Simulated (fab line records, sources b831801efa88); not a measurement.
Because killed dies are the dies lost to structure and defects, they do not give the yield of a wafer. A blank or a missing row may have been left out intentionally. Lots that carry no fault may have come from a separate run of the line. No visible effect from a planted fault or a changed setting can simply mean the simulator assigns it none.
fab line records / flow gf180mcu
record lots=6 wafers=18 last-day=34
route steps=602 shown HV_LDD@180
lots with no fault: from the same line, run without faults
start-h: start of the lot's first displayed wafer, in hours after the record's first day / wait-h: hours since the lot's step before / " repeats the value in the row above / L1.1+2: one row covering several wafers at once / - value missing, or start not given / * or withheld: withheld / < > ~ a bound
route shown NAME@n: names a module that has steps shown in the file, with the first one's number in the route / usual: the fault-free wafers' mean and standard deviation / same: alike in all rows / chamber/n: place in a boat / sites: the reading at each site / _std_site: standard deviation of those values / _edge_site: inner sites' mean taken away from outer sites' mean / radius-mm: how far each site lies from the wafer's centre / mask NAME#n: copy n / behind: the most recent tool/chamber to have shaped the wafer / hold: why the lot was held/for how many hours/how that ended / device: whichever transistor did not switch (one of n, p or np) / end of line: the tests these same wafers got at the end of their route / a step given without rows: its recipe and nothing more / killed: count of dies lost to structure and defects at first sort (not the wafer's yield) / map: the dies of a wafer, with x for killed, . for not killed, _ for no die there
set.NAME: the setting that was run; set.NAME@STEP: the one run at that earlier step / model.NAME: the simulator's own value behind a step, which no gauge read
certain route steps with their lots: each step a table, each wafer a row
services: the hour from which a tool's chamber was out of use, counted from the record's first day as start-h (under 0 if before that day), plus the number of hours and why
## steps
# step GF_HV_LDD_EXPOSE_04
# recipe mask-id=Nplus_LV_AREA target-cd-nm=400 na=0.6 source-shape=conventional sigma-outer=0.6 dose-mj=140
# step GF_HV_LDD_PEB_05
# recipe temp-c=withheld time-s=* resist=NOVOLAK
# step GF_HV_LDD_DEVELOP_06
# recipe develop-time-s=57.53 dev-temp-c=23
# step GF_HV_LDD_CD_MEAS_07
# recipe target-cd-nm=400
# usual cd-nm=399.7/2.5
lot.wafer=L951.3 tool=cd-sem-01 chamber=- start-h=253.40 wait-h=0.1 cd-nm=403.4
lot.wafer=L951.4 tool=cd-sem-01 chamber=- start-h=253.40 wait-h=0.1 cd-nm=397.4
lot.wafer=L951.6 tool=cd-sem-01 chamber=- start-h=253.40 wait-h=0.1 cd-nm=399.1
lot.wafer=L952.1 tool=cd-sem-02 chamber=- start-h=266.43 wait-h=0.1 cd-nm=395.4
lot.wafer=L952.2 tool=cd-sem-02 chamber=- start-h=266.43 wait-h=0.1 cd-nm=397.4
lot.wafer=L952.3 tool=cd-sem-02 chamber=- start-h=266.43 wait-h=0.1 cd-nm=395.9
lot.wafer=L953.2 tool=cd-sem-01 chamber=- start-h=276.88 wait-h=0.1 cd-nm=399.2
lot.wafer=L953.5 tool=cd-sem-01 chamber=- start-h=276.88 wait-h=0.1 cd-nm=398.5
lot.wafer=L953.6 tool=cd-sem-01 chamber=- start-h=276.88 wait-h=0.1 cd-nm=399.7
lot.wafer=L960.1 tool=cd-sem-01 chamber=- start-h=316.73 wait-h=0.1 cd-nm=402.1
lot.wafer=L960.3 tool=cd-sem-01 chamber=- start-h=316.73 wait-h=0.1 cd-nm=403.7
lot.wafer=L960.4 tool=cd-sem-01 chamber=- start-h=316.73 wait-h=0.1 cd-nm=400.4
lot.wafer=L961.2 tool=cd-sem-01 chamber=- start-h=329.68 wait-h=0.1 cd-nm=402.8
lot.wafer=L961.3 tool=cd-sem-01 chamber=- start-h=329.68 wait-h=0.1 cd-nm=402.0
lot.wafer=L961.4 tool=cd-sem-01 chamber=- start-h=329.68 wait-h=0.1 cd-nm=400.1
lot.wafer=L969.1 tool=cd-sem-02 chamber=- start-h=386.00 wait-h=0.1 cd-nm=397.4
lot.wafer=L969.4 tool=cd-sem-02 chamber=- start-h=386.00 wait-h=0.1 cd-nm=399.1
lot.wafer=L969.6 tool=cd-sem-02 chamber=- start-h=386.00 wait-h=0.1 cd-nm=397.5
# step GF_HV_LDD_OVL_MEAS_08
# usual HV_LDD_OVL=-0.5/1.3
lot.wafer=L951.3 tool=overlay-01 chamber=- start-h=253.50 wait-h=0.1 HV_LDD_OVL[nm]=-1.0
lot.wafer=L951.4 tool=overlay-01 chamber=- start-h=253.50 wait-h=0.1 HV_LDD_OVL[nm]=0.2
lot.wafer=L951.6 tool=overlay-01 chamber=- start-h=253.50 wait-h=0.1 HV_LDD_OVL[nm]=-0.2
lot.wafer=L952.1 tool=overlay-02 chamber=- start-h=266.55 wait-h=0.1 HV_LDD_OVL[nm]=2.1
lot.wafer=L952.2 tool=overlay-02 chamber=- start-h=266.55 wait-h=0.1 HV_LDD_OVL[nm]=-2.3
lot.wafer=L952.3 tool=overlay-02 chamber=- start-h=266.55 wait-h=0.1 HV_LDD_OVL[nm]=0.6
lot.wafer=L953.2 tool=overlay-02 chamber=- start-h=276.98 wait-h=0.1 HV_LDD_OVL[nm]=0.2
lot.wafer=L953.5 tool=overlay-02 chamber=- start-h=276.98 wait-h=0.1 HV_LDD_OVL[nm]=-0.5
lot.wafer=L953.6 tool=overlay-02 chamber=- start-h=276.98 wait-h=0.1 HV_LDD_OVL[nm]=0.0
lot.wafer=L960.1 tool=overlay-01 chamber=- start-h=316.85 wait-h=0.1 HV_LDD_OVL[nm]=-1.0
lot.wafer=L960.3 tool=overlay-01 chamber=- start-h=316.85 wait-h=0.1 HV_LDD_OVL[nm]=-2.3
lot.wafer=L960.4 tool=overlay-01 chamber=- start-h=316.85 wait-h=0.1 HV_LDD_OVL[nm]=-3.8
lot.wafer=L961.2 tool=overlay-01 chamber=- start-h=329.78 wait-h=0.1 HV_LDD_OVL[nm]=2.2
lot.wafer=L961.3 tool=overlay-01 chamber=- start-h=329.78 wait-h=0.1 HV_LDD_OVL[nm]=-0.1
lot.wafer=L961.4 tool=overlay-01 chamber=- start-h=329.78 wait-h=0.1 HV_LDD_OVL[nm]=0.6
lot.wafer=L969.1 tool=overlay-01 chamber=- start-h=386.12 wait-h=0.1 HV_LDD_OVL[nm]=-2.1
lot.wafer=L969.4 tool=overlay-01 chamber=- start-h=386.12 wait-h=0.1 HV_LDD_OVL[nm]=-1.4
lot.wafer=L969.6 tool=overlay-01 chamber=- start-h=386.12 wait-h=0.1 HV_LDD_OVL[nm]=1.1
# step GF_HV_LDD_IMPLANT_09
# recipe species=As energy-kev=40 dose-cm2=1e+14 tilt-deg=7
# step GF_HV_LDD_STRIP_10
# recipe chemistry=O2/N2 power-w=1400 pressure-mtorr=1500 platen-temp-c=250 o2-flow-sccm=3000 n2-flow-sccm=300 overash-fraction=0.5
# usual drypump-motor-current-A=5.6/0.52 heater-power-w=333/19 oes-product-au=0.716/0.0044 strip-time-to-endpoint-s=12.63/0.034
lot.wafer=L951.3 tool=plasma-asher-04 chamber=1 start-h=253.70 wait-h=0.1 drypump-motor-current-A=5.8 heater-power-w=348 oes-product-au=0.713 rf-hours-counter-h=- strip-time-to-endpoint-s=12.69
lot.wafer=L951.4 tool=plasma-asher-04 chamber=0 start-h=253.70 wait-h=0.1 drypump-motor-current-A=5.7 heater-power-w=341 oes-product-au=0.714 rf-hours-counter-h=- strip-time-to-endpoint-s=12.73
lot.wafer=L951.6 tool=plasma-asher-04 chamber=0 start-h=253.70 wait-h=0.1 drypump-motor-current-A=5.7 heater-power-w=349 oes-product-au=0.723 rf-hours-counter-h=- strip-time-to-endpoint-s=12.69
lot.wafer=L952.1 tool=plasma-asher-02 chamber=0 start-h=266.74 wait-h=0.1 drypump-motor-current-A=5.4 heater-power-w=330 oes-product-au=0.715 rf-hours-counter-h=69 strip-time-to-endpoint-s=12.67
lot.wafer=L952.2 tool=plasma-asher-02 chamber=1 start-h=266.74 wait-h=0.1 drypump-motor-current-A=5.6 heater-power-w=324 oes-product-au=0.720 rf-hours-counter-h=69 strip-time-to-endpoint-s=12.62
lot.wafer=L952.3 tool=plasma-asher-02 chamber=1 start-h=266.74 wait-h=0.1 drypump-motor-current-A=5.6 heater-power-w=330 oes-product-au=0.713 rf-hours-counter-h=- strip-time-to-endpoint-s=12.63
lot.wafer=L953.2 tool=plasma-asher-03 chamber=1 start-h=277.16 wait-h=0.1 drypump-motor-current-A=4.9 heater-power-w=358 oes-product-au=0.720 rf-hours-counter-h=64 strip-time-to-endpoint-s=12.64
lot.wafer=L953.5 tool=plasma-asher-03 chamber=0 start-h=277.16 wait-h=0.1 drypump-motor-current-A=6.5 heater-power-w=306 oes-product-au=0.720 rf-hours-counter-h=- strip-time-to-endpoint-s=12.64
lot.wafer=L953.6 tool=plasma-asher-03 chamber=1 start-h=277.16 wait-h=0.1 drypump-motor-current-A=4.9 heater-power-w=358 oes-product-au=0.711 rf-hours-counter-h=- strip-time-to-endpoint-s=12.62
lot.wafer=L960.1 tool=plasma-asher-03 chamber=0 start-h=317.61 wait-h=0.1 drypump-motor-current-A=6.5 heater-power-w=307 oes-product-au=0.721 rf-hours-counter-h=69 strip-time-to-endpoint-s=12.62
lot.wafer=L960.3 tool=plasma-asher-03 chamber=1 start-h=317.61 wait-h=0.1 drypump-motor-current-A=4.9 heater-power-w=355 oes-product-au=0.717 rf-hours-counter-h=- strip-time-to-endpoint-s=12.61
lot.wafer=L960.4 tool=plasma-asher-03 chamber=0 start-h=317.61 wait-h=0.1 drypump-motor-current-A=6.5 heater-power-w=311 oes-product-au=0.713 rf-hours-counter-h=- strip-time-to-endpoint-s=12.64
lot.wafer=L961.2 tool=plasma-asher-02 chamber=0 start-h=329.96 wait-h=0.1 drypump-motor-current-A=5.4 heater-power-w=325 oes-product-au=0.715 rf-hours-counter-h=76 strip-time-to-endpoint-s=12.68
lot.wafer=L961.3 tool=plasma-asher-02 chamber=0 start-h=329.96 wait-h=0.1 drypump-motor-current-A=5.4 heater-power-w=335 oes-product-au=0.718 rf-hours-counter-h=- strip-time-to-endpoint-s=12.68
lot.wafer=L961.4 tool=plasma-asher-02 chamber=1 start-h=329.96 wait-h=0.1 drypump-motor-current-A=5.6 heater-power-w=332 oes-product-au=0.710 rf-hours-counter-h=- strip-time-to-endpoint-s=12.67
lot.wafer=L969.1 tool=plasma-asher-03 chamber=0 start-h=386.31 wait-h=0.1 drypump-motor-current-A=6.5 heater-power-w=303 oes-product-au=0.712 rf-hours-counter-h=78 strip-time-to-endpoint-s=12.59
lot.wafer=L969.4 tool=plasma-asher-03 chamber=0 start-h=386.31 wait-h=0.1 drypump-motor-current-A=6.5 heater-power-w=311 oes-product-au=0.716 rf-hours-counter-h=- strip-time-to-endpoint-s=12.62
lot.wafer=L969.6 tool=plasma-asher-03 chamber=0 start-h=386.31 wait-h=0.1 drypump-motor-current-A=6.5 heater-power-w=299 oes-product-au=0.714 rf-hours-counter-h=- strip-time-to-endpoint-s=12.61
# step GF_HV_LDD_TW_MEAS_11
# usual HV_LDD_TW=2389/14
lot.wafer=L951.3 tool=film-metro-01 chamber=- start-h=253.79 wait-h=0.1 HV_LDD_TW=2392
lot.wafer=L951.4 tool=film-metro-01 chamber=- start-h=253.79 wait-h=0.1 HV_LDD_TW=2379
lot.wafer=L951.6 tool=film-metro-01 chamber=- start-h=253.79 wait-h=0.1 HV_LDD_TW=2372
lot.wafer=L952.1 tool=film-metro-01 chamber=- start-h=266.84 wait-h=0.1 HV_LDD_TW=2386
lot.wafer=L952.2 tool=film-metro-01 chamber=- start-h=266.84 wait-h=0.1 HV_LDD_TW=2383
lot.wafer=L952.3 tool=film-metro-01 chamber=- start-h=266.84 wait-h=0.1 HV_LDD_TW=2379
lot.wafer=L953.2 tool=film-metro-03 chamber=- start-h=277.27 wait-h=0.1 HV_LDD_TW=2370
lot.wafer=L953.5 tool=film-metro-03 chamber=- start-h=277.27 wait-h=0.1 HV_LDD_TW=2389
lot.wafer=L953.6 tool=film-metro-03 chamber=- start-h=277.27 wait-h=0.1 HV_LDD_TW=2386
lot.wafer=L960.1 tool=film-metro-03 chamber=- start-h=317.71 wait-h=0.1 HV_LDD_TW=2392
lot.wafer=L960.3 tool=film-metro-03 chamber=- start-h=317.71 wait-h=0.1 HV_LDD_TW=2403
lot.wafer=L960.4 tool=film-metro-03 chamber=- start-h=317.71 wait-h=0.1 HV_LDD_TW=2387
lot.wafer=L961.2 tool=film-metro-02 chamber=- start-h=330.07 wait-h=0.1 HV_LDD_TW=2398
lot.wafer=L961.3 tool=film-metro-02 chamber=- start-h=330.07 wait-h=0.1 HV_LDD_TW=2430
lot.wafer=L961.4 tool=film-metro-02 chamber=- start-h=330.07 wait-h=0.1 HV_LDD_TW=2412
lot.wafer=L969.1 tool=film-metro-03 chamber=- start-h=386.41 wait-h=0.1 HV_LDD_TW=2397
lot.wafer=L969.4 tool=film-metro-03 chamber=- start-h=386.41 wait-h=0.1 HV_LDD_TW=2398
lot.wafer=L969.6 tool=film-metro-03 chamber=- start-h=386.41 wait-h=0.1 HV_LDD_TW=2392
# step GF_HV_LDD_DEHYDRATE_12
# recipe temp-c=200 time-s=60
# step GF_HV_LDD_HMDS_13
# recipe prime-time-s=60 prime-temp-c=120
# step GF_HV_LDD_COAT_14
# recipe resist=NOVOLAK spin-rpm=3000 resist-thk-nm=1000
# step GF_HV_LDD_SOFTBAKE_15
# recipe temp-c=90 time-s=60 resist=NOVOLAK
# step GF_HV_LDD_EXPOSE_16
# recipe mask-id=Pplus_LV_AREA target-cd-nm=400 na=0.6 source-shape=conventional sigma-outer=0.6 dose-mj=140
# usual exposure-dose-mJ-cm2=139.99/0.14 focus-offset-nm=0.0/0.53
lot.wafer=L951.3 tool=iline-stepper-02 chamber=- start-h=262.94 wait-h=- mask=Pplus_LV_AREA#0 exposure-dose-mJ-cm2=- focus-offset-nm=- model.HV_LDD.overlay-x-nm=-0.649 model.HV_LDD.overlay-y-nm=-0.4054
lot.wafer=L951.4 tool=iline-stepper-02 chamber=- start-h=262.94 wait-h=- mask=Pplus_LV_AREA#0 exposure-dose-mJ-cm2=- focus-offset-nm=- model.HV_LDD.overlay-x-nm=-0.649 model.HV_LDD.overlay-y-nm=-0.4054
lot.wafer=L951.6 tool=iline-stepper-02 chamber=- start-h=262.94 wait-h=- mask=Pplus_LV_AREA#0 exposure-dose-mJ-cm2=- focus-offset-nm=- model.HV_LDD.overlay-x-nm=-0.649 model.HV_LDD.overlay-y-nm=-0.4054
lot.wafer=L952.1 tool=iline-stepper-02 chamber=- start-h=276.56 wait-h=- mask=Pplus_LV_AREA#0 exposure-dose-mJ-cm2=- focus-offset-nm=- model.HV_LDD.overlay-x-nm=-0.2392 model.HV_LDD.overlay-y-nm=0.9416
lot.wafer=L952.2 tool=iline-stepper-02 chamber=- start-h=276.56 wait-h=- mask=Pplus_LV_AREA#0 exposure-dose-mJ-cm2=- focus-offset-nm=- model.HV_LDD.overlay-x-nm=-0.2392 model.HV_LDD.overlay-y-nm=0.9416
lot.wafer=L952.3 tool=iline-stepper-02 chamber=- start-h=276.56 wait-h=- mask=Pplus_LV_AREA#0 exposure-dose-mJ-cm2=- focus-offset-nm=- model.HV_LDD.overlay-x-nm=-0.2392 model.HV_LDD.overlay-y-nm=0.9416
lot.wafer=L953.2 tool=iline-stepper-01 chamber=0 start-h=286.85 wait-h=- mask=Pplus_LV_AREA#0 exposure-dose-mJ-cm2=139.94 focus-offset-nm=-0.1 model.HV_LDD.overlay-x-nm=-1.361 model.HV_LDD.overlay-y-nm=-0.2032
lot.wafer=L953.5 tool=iline-stepper-01 chamber=0 start-h=286.85 wait-h=- mask=Pplus_LV_AREA#0 exposure-dose-mJ-cm2=140.05 focus-offset-nm=-0.3 model.HV_LDD.overlay-x-nm=-1.361 model.HV_LDD.overlay-y-nm=-0.2032
lot.wafer=L953.6 tool=iline-stepper-01 chamber=0 start-h=286.85 wait-h=- mask=Pplus_LV_AREA#0 exposure-dose-mJ-cm2=140.02 focus-offset-nm=0.3 model.HV_LDD.overlay-x-nm=-1.361 model.HV_LDD.overlay-y-nm=-0.2032
lot.wafer=L960.1 tool=iline-stepper-01 chamber=0 start-h=327.78 wait-h=- mask=Pplus_LV_AREA#0 exposure-dose-mJ-cm2=139.97 focus-offset-nm=-0.4 model.HV_LDD.overlay-x-nm=-0.3004 model.HV_LDD.overlay-y-nm=0.09017
lot.wafer=L960.3 tool=iline-stepper-01 chamber=0 start-h=327.78 wait-h=- mask=Pplus_LV_AREA#0 exposure-dose-mJ-cm2=139.90 focus-offset-nm=0.2 model.HV_LDD.overlay-x-nm=-0.3004 model.HV_LDD.overlay-y-nm=0.09017
lot.wafer=L960.4 tool=iline-stepper-01 chamber=0 start-h=327.78 wait-h=- mask=Pplus_LV_AREA#0 exposure-dose-mJ-cm2=140.04 focus-offset-nm=-0.5 model.HV_LDD.overlay-x-nm=-0.3004 model.HV_LDD.overlay-y-nm=0.09017
lot.wafer=L961.2 tool=iline-stepper-02 chamber=0 start-h=340.77 wait-h=- mask=Pplus_LV_AREA#0 exposure-dose-mJ-cm2=140.01 focus-offset-nm=0.5 model.HV_LDD.overlay-x-nm=0.2929 model.HV_LDD.overlay-y-nm=-0.2091
lot.wafer=L961.3 tool=iline-stepper-02 chamber=0 start-h=340.77 wait-h=- mask=Pplus_LV_AREA#0 exposure-dose-mJ-cm2=140.27 focus-offset-nm=0.2 model.HV_LDD.overlay-x-nm=0.2929 model.HV_LDD.overlay-y-nm=-0.2091
lot.wafer=L961.4 tool=iline-stepper-02 chamber=0 start-h=340.77 wait-h=- mask=Pplus_LV_AREA#0 exposure-dose-mJ-cm2=139.89 focus-offset-nm=-0.2 model.HV_LDD.overlay-x-nm=0.2929 model.HV_LDD.overlay-y-nm=-0.2091
lot.wafer=L969.1 tool=iline-stepper-02 chamber=0 start-h=397.97 wait-h=- mask=Pplus_LV_AREA#0 exposure-dose-mJ-cm2=140.08 focus-offset-nm=0.4 model.HV_LDD.overlay-x-nm=0.2961 model.HV_LDD.overlay-y-nm=-0.1066
lot.wafer=L969.4 tool=iline-stepper-02 chamber=0 start-h=397.97 wait-h=- mask=Pplus_LV_AREA#0 exposure-dose-mJ-cm2=140.15 focus-offset-nm=-0.5 model.HV_LDD.overlay-x-nm=0.2961 model.HV_LDD.overlay-y-nm=-0.1066
lot.wafer=L969.6 tool=iline-stepper-02 chamber=0 start-h=397.97 wait-h=- mask=Pplus_LV_AREA#0 exposure-dose-mJ-cm2=140.18 focus-offset-nm=-0.3 model.HV_LDD.overlay-x-nm=0.2961 model.HV_LDD.overlay-y-nm=-0.1066
# step GF_HV_LDD_PEB_17
# recipe temp-c=withheld time-s=* resist=NOVOLAK
## services
tool=plasma-asher-04 chamber=- start-h=310.91 hours=12.1 kind=repair
tool=iline-stepper-01 chamber=- start-h=323.29 hours=1.7 kind=pm
tool=iline-stepper-01 chamber=0 start-h=327.59 hours=- kind=calibration
tool=iline-stepper-02 chamber=- start-h=329.27 hours=1.7 kind=pm
tool=plasma-asher-04 chamber=- start-h=335.11 hours=1.5 kind=repair
tool=plasma-asher-04 chamber=- start-h=353.58 hours=4.3 kind=repair
tool=plasma-asher-04 chamber=- start-h=356.53 hours=14.5 kind=repair
## key
first-sign step=GF_HV_LDD_EXPOSE_16 reading=tool-record direction=missing
effect none on later readings
model-effect step=GF_HV_LDD_EXPOSE_16 value=HV_LDD.overlay-x-nm without=-0.06889 struck=-0.4441
met-at GF_HV_LDD_EXPOSE_16
struck-wafers L951.3,L951.4,L951.6,L952.1,L952.2,L952.3
later-rows-left-out L951.3,L951.4,L951.6,L952.1,L952.2,L952.3
sort-left-out L951.3,L951.4,L951.6,L952.1,L952.2,L952.3
tester-left-out L951,L952
fault kind=skipped-step-whole tool=iline-stepper-02 chamber=- onset-h=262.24 steps=GF_HV_LDD_EXPOSE_16 scope=struck-lots-only
# tester-left-out: of these lots the tester's yield and bins aren't shown, on N5 and GAA mostly nor the transistor test; their killed dies are dies lost to structure and defects alone, not to doping, threshold or leakage, so they don't give the yield
# sort-left-out: the simulated sort isn't trusted on such a fault, so these wafers' sort isn't shown, and their yield isn't known
# later-rows-left-out: the simulator's readings of these wafers behind a module that went badly wrong aren't trusted and aren't shown, but for the sort
